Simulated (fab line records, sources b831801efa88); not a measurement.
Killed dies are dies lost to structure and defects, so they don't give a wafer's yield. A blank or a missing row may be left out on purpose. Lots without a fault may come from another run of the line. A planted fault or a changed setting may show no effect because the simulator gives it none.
Which tool did it? | flow sky130 | 12 lots, 36 wafers sampled, at 3 steps of a route of 708

WHAT THE GAUGES READ, wafer by wafer
SKY_METAL2_RS_MEAS_05: measures by four-point-probe.
lot  | measured     | on            | METAL2_ALCU_RS (ohm/sq)
L578 | day 34 13:13 | film_metro-03 | 0.1235 0.1247 0.1252
L579 | day 34 23:20 | film_metro-03 | 0.1252 0.1265 0.1258
L581 | day 35 11:47 | film_metro-03 | 0.1276 0.1281 0.1289
L585 | day 37 08:32 | film_metro-02 | 0.1281 0.1256 0.1267
L587 | day 38 03:22 | film_metro-02 | 0.1265 0.1272 0.1266
L590 | day 38 23:23 | film_metro-03 | 0.1267 0.1294 0.1268
L589 | day 38 23:47 | film_metro-02 | 0.1261 0.1255 0.1258
L591 | day 39 07:03 | film_metro-01 | 0.1256 0.1260 0.1260
L593 | day 39 19:34 | film_metro-01 | 0.1256 0.1255 0.1248
L595 | day 40 04:15 | film_metro-01 | 0.1260 0.1261 0.1264
L594 | day 40 09:22 | film_metro-02 | 0.1284 0.1283 0.1274
L599 | day 41 02:19 | film_metro-02 | 0.1271 0.1275 0.1274

SKY_VIA2_OVL_MEAS_13.
lot  | measured     | on         | VIA2_OVL (nm)
L578 | day 36 17:34 | overlay-01 | 2 3 -3
L579 | day 37 04:19 | overlay-01 | -7 0 -8
L581 | day 37 17:03 | overlay-02 | -5 -4 -10
L585 | day 39 12:46 | overlay-01 | 2 7 -2
L587 | day 40 06:16 | overlay-01 | 30 30 30
L590 | day 41 01:25 | overlay-02 | 30 27 33
L589 | day 41 01:52 | overlay-01 | -1 2 -2
L591 | day 41 08:40 | overlay-02 | -2 -2 -4
L593 | day 41 20:16 | overlay-02 | -8 -8 -7
L595 | day 42 06:01 | overlay-02 | -9 -6 -6
L594 | day 42 09:49 | overlay-01 | -8 -9 -10
L599 | day 43 01:48 | overlay-01 | -11 -5 -8

WHICH TOOL RAN EACH LOT (tool, then ch and the chambers of the sampled wafers, then the start)
lot  | SKY_VIA2_EXPOSE_09
L578 | krf_scanner-02 ch 0, day 36 04:43
L579 | krf_scanner-02 ch 0, day 36 15:27
L581 | krf_scanner-01 ch 0, day 37 03:55
L585 | krf_scanner-02 ch 0, day 39 01:13
L587 | krf_scanner-01 ch 0, day 39 17:37
L590 | krf_scanner-01 ch 0, day 40 13:16
L589 | krf_scanner-02 ch 0, day 40 13:55
L591 | krf_scanner-02 ch 0, day 40 20:17
L593 | krf_scanner-02 ch 0, day 41 09:11
L595 | krf_scanner-02 ch 0, day 41 17:19
L594 | krf_scanner-02 ch 0, day 41 22:14
L599 | krf_scanner-02 ch 0, day 42 14:39
- SKY_VIA2_EXPOSE_09: exposes mask VIM2, target cd 200 nm.

WHAT THE TOOLS THEMSELVES READ (means of the sampled wafers that have a number; where no wafer has one, the mark that the record gives instead)
The record holds no such reading with a usual standard deviation.

THE ANSWER, worked out from the rows above alone
Rule: what is usual is taken from the lots themselves. Put in order of their means at a reading, lots are off if they are a third of the lots or fewer, leave a main group of 4 or more, and stand apart from it by a gap of 3 or more times the standard deviation of the main group's means; of several such gaps the widest counts. A main group whose means are all the same, to the digits that the tables above print for the reading, isn't used. A lot without any number at a reading at which 4 lots or more have one is off too. The other lots that the step has rows for count as sound. The gauges are gone through in route order, then the tools' own readings, and for those a lot's mean is taken as printed above. The first step at which some lot is off is used, and at that step the reading that is off furthest; a lot without a number counts as furthest.
Off: L587, L590, at SKY_VIA2_OVL_MEAS_13 (VIA2_OVL). The main group: mean -4 nm, standard deviation 3.8.
A tool fits if, at a process step before that reading, it ran every lot that is off, and no sound lot after the first of them. The gauges at SKY_VIA2_OVL_MEAS_13 are tried like those tools. One fits: krf_scanner-01 at SKY_VIA2_EXPOSE_09. Its last sound lot is L581 (day 37 03:55), its first lot that is off L587 (day 39 17:37): a fault that began between those two fits.

WHAT THE SIMULATOR HAD PUT IN
Scanner matching overlay: krf_scanner-01, from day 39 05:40 on, at SKY_VIA2_EXPOSE_09. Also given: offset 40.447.
Lots struck among those shown: L587, L590. The rule above found the same.
